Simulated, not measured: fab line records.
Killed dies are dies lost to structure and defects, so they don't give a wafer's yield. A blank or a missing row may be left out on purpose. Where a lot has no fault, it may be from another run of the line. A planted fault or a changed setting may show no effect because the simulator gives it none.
Which tool did it?	flow sky130	at 1 step of a route of 708, 12 lots with 36 wafers sampled

WHAT THE GAUGES READ, wafer by wafer
SKY_SD_P_TW_MEAS_11. Usual: SD_P_TW 2833, standard deviation 14.
lot	measured	on	SD_P_TW	flag
L662	day 26 08:55	filmMetro-04	2835 2842 2827	
L664	day 26 13:40	filmMetro-03	2843 2834 2855	
L663	day 26 14:25	filmMetro-03	2856 2837 2848	
L666	day 26 22:08	filmMetro-03	2848 2846 2846	
L665	day 27 01:56	filmMetro-01	2849 2843 2856	
L674	day 29 22:34	filmMetro-01	2832 2809 2822	
L675	day 30 14:40	filmMetro-03	2843 2847 2833	
L678	day 31 12:49	filmMetro-04	2816 2833 2829	
L679	day 31 18:12	filmMetro-01	2815 2818 2822	
L680	day 31 20:18	filmMetro-04	2842 2840 2864	
L682	day 32 17:19	filmMetro-03	2813 2809 2813	
L684	day 32 23:10	filmMetro-03	2813 2818 2818	

WHAT TOOL EACH LOT RAN ON (gives the tool, then ch and the chambers of the sampled wafers, and finally the start)
There is no process step in the record ahead of these readings.

WHAT THE TOOLS THEMSELVES READ (means of the sampled wafers that have a number; where no wafer has one, the mark that the record gives instead)
The record holds no such reading with a usual standard deviation.

THE ANSWER, worked out from the rows above alone
Rule: a lot is off if the mean of its wafers that have a number lies more than 3 standard deviations from the usual mean. A lot without any number at a reading at which 4 lots or more have one is off too. Where the step has rows for the other lots, those lots are counted as sound. Order of review: gauges by route order, followed by the tools' own readings, for which a lot's mean as printed above is used. The first step at which some lot is off is used, and at that step the reading that is off furthest; a lot without a number counts as furthest.
No lot is off on any of the readings shown, so nothing can be concluded from this.

WHAT HAD BEEN PUT IN BY THE SIMULATOR
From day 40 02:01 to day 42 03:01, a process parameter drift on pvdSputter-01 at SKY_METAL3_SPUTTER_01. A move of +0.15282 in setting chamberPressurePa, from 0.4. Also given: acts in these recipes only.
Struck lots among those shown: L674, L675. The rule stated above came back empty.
